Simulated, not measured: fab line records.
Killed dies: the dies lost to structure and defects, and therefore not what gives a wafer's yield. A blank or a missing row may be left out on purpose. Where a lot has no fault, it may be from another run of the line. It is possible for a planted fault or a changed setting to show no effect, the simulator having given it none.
Comparing a struck lot with a sound one :: flow sky130 :: 32 steps out of a route of 708
Sound: the wafers L341.1, L341.3, L341.5. Wafers struck: L350.2, L350.3, L350.6. At the end, the cause is stated.
Per side, at each step with rows, come the tool, then ch with its chambers, and then its first start. Under that, the readings that differ: sound wafers :: struck wafers :: difference of the means :: sigmas: that difference in standard deviations of wafers without a fault.
alike: same words and numbers on both sides, and readings whose means sit less than 2 such deviations apart. not compared: any withheld reading, any reading some wafer has no value for, any bound like >300 that may hide the same value, and any number with overlapping values for which the record gives no deviation.
A row with sigmas, a row that says differs or no value, or rows on one side alone: a step with any of these is where the two part. When numbers do not overlap yet have no deviation, they are printed without sigmas and do not part them. A reading that every wafer of one side lacks parts them only if that side has two wafers or more.

SKY_PWDE_OVL_MEAS_07:
  struck on overlay-02, day 6 11:17; sound on overlay-02, day 4 11:32
  alike: PWDE_OVL
after that, 1 step had no rows for these wafers: SKY_PWDE_IMPLANT_08.
SKY_PWDE_STRIP_09: strips in O2/N2.
  sound on plasma-asher-02 ch 0,1, day 4 11:43; struck on plasma-asher-03 ch 0,1, day 6 11:28
  alike: drypump-motor-current-A, oes-product-au, strip-time-to-endpoint-s
  not compared: rf-hours-counter-h
SKY_PWDE_TW_MEAS_10:
  struck on film-metro-01, day 6 11:35; sound on film-metro-02, day 4 11:49
  alike: PWDE_TW
then, 7 steps without rows for these wafers: SKY_NWELL_DEHYDRATE_03 (time 60 s); SKY_NWELL_HMDS_04 (prime time 60 s); SKY_NWELL_COAT_05 (resist thk 3000 nm); SKY_NWELL_SOFTBAKE_06; SKY_NWELL_EXPOSE_07 (exposes mask NWM, target cd 840 nm); SKY_NWELL_PEB_08; SKY_NWELL_DEVELOP_09 (develop time 60 s).
SKY_NWELL_OVL_MEAS_10:
  struck on overlay-01, day 7 07:40; sound on overlay-02, day 5 04:41
  alike: NWELL_00_OVL
SKY_NWELL_IMPLANT_11:
  sound on implanter-04 ch 0, day 5 04:44; struck on implanter-03 ch 0, day 7 07:44
reading: beam-on-s (s)
sound: 10.07 10.55 9.87
struck: 7.84 8.04 8.21
difference: -2.13
sigmas: -10

reading: faraday-current-uA
sound: 106.3 101.5 109.0
struck: 136.5 133.0 130.6
difference: +27.8
sigmas: +13
  alike: end-station-pressure-torr
then, 2 steps without rows for these wafers: SKY_NWELL_IMPLANT_12; SKY_NWELL_IMPLANT_13.
SKY_NWELL_STRIP_14: strips in O2/N2.
  sound on plasma-asher-02 ch 0,1, day 5 05:11; struck on plasma-asher-04 ch 0,1, day 7 08:09
  alike: drypump-motor-current-A, oes-product-au, strip-time-to-endpoint-s
  not compared: rf-hours-counter-h
SKY_NWELL_TW_MEAS_15:
  struck on film-metro-02, day 7 08:16; sound on film-metro-01, day 5 05:17
reading: NWELL_TW
sound: 1800 1807 1795
struck: 1684 1687 1678
difference: -118
sigmas: -7
then, 7 steps without rows for these wafers: SKY_NWELL_DEHYDRATE_16 (time 60 s); SKY_NWELL_HMDS_17 (prime time 60 s); SKY_NWELL_COAT_18 (resist thk 3000 nm); SKY_NWELL_SOFTBAKE_19; SKY_NWELL_EXPOSE_20 (exposes mask NWM COMPLEMENT, target cd 840 nm); SKY_NWELL_PEB_21; SKY_NWELL_DEVELOP_22 (develop time 60 s).
SKY_NWELL_OVL_MEAS_23:
  struck on overlay-01, day 8 04:11; sound on overlay-01, day 5 23:08
  alike: NWELL_01_OVL
after that, 1 step had no rows for these wafers: SKY_NWELL_IMPLANT_24.
SKY_NWELL_STRIP_25: strips in O2/N2.
  sound on plasma-asher-04 ch 1, day 5 23:20; struck on plasma-asher-01 ch 0,1, day 8 04:22
reading: drypump-motor-current-A (A)
sound: 4.9 4.9 4.9
struck: 5.5 6.0 5.5
difference: +0.8
sigmas: +2
  alike: oes-product-au, strip-time-to-endpoint-s
  not compared: rf-hours-counter-h
SKY_NWELL_TW_MEAS_26:
  struck on film-metro-04, day 8 04:29; sound on film-metro-01, day 5 23:26
  alike: NWELL_2_TW
then, 1 step without rows for these wafers: SKY_NWELL_CLEAN_27 (cleans in SC1/SC2, time 150 s).
SKY_NWELL_RTA_28: time 30 s.
  sound on rtp-anneal-02 ch 0, day 5 23:32; struck on rtp-anneal-01 ch 0, day 8 04:36
  alike: lamp-power-pct, wafer_temp_C_max
SKY_NWELL_RS_MEAS_29: the measuring method here is four-point-probe.
  struck on film-metro-01, day 8 04:42; sound on film-metro-04, day 5 23:38
reading: NWELL_RS (ohm/sq)
sound: 621.4 621.0 621.0
struck: 696.0 695.9 697.0
difference: +75.2
sigmas: +42
-- the record jumps here: 40 days lie between the struck wafers' starts before and after (it left off in module NWELL and takes up again in module PAD_OPEN, whose first step shown is number 708 of the route) --
SKY_PAD_OPEN_PROBE_99:
  struck on prober-01, day 48 10:32; sound on prober-02, day 46 03:30
reading: model.etest.nfet_16v.r-on-ohm-um
sound: 1.433e+04 1.442e+04 1.42e+04
struck: 1.481e+04 1.489e+04 1.493e+04
difference: +5.600e+02
sigmas: 

reading: model.etest.res-nwell.line-ohm-um
sound: 1044 1021 1012
struck: 1399 1359 1406
difference: +362
sigmas: 

reading: model.etest.res-nwell.rs-ohm-sq
sound: 864.6 872.4 867.3
struck: 1147 1129 1138
difference: +270
sigmas: 

reading: model.etest.tip_p_5v.rs-ohm-sq
sound: 2829 2824 2835
struck: 2823 2822 2798
difference: -15
sigmas: 

reading: model.etest.res-nwell.width-nm (nm)
sound: 856.7 849 852.9
struck: 814.4 818 815.7
difference: -36.8
sigmas: 

reading: model.etest.field-p.vt-v (V)
sound: -38.59 -38.63 -38.45
struck: -40.09 -39.11 -39.46
difference: -1.00
sigmas: 
  alike: killed_at_M0_to_M3, killed_at_M4_up, killed-at-contacts, killed-at-front-end, killed-at-other, killed-dies, killed-open, killed-short
  not compared: model.etest.pfet_16v.drive-ua-um, model.etest.pfet_01v8_lvt.drive-ua-um

## WHERE THEY PART
First at SKY_NWELL_IMPLANT_11; last, within this record, at SKY_NWELL_RS_MEAS_29. Later steps at which nothing parts them and some readings are alike: SKY_PAD_OPEN_PROBE_99.

WHY: whatever the simulator had introduced
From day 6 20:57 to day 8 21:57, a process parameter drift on implanter-03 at SKY_NWELL_IMPLANT_11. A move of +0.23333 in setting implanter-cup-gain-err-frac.
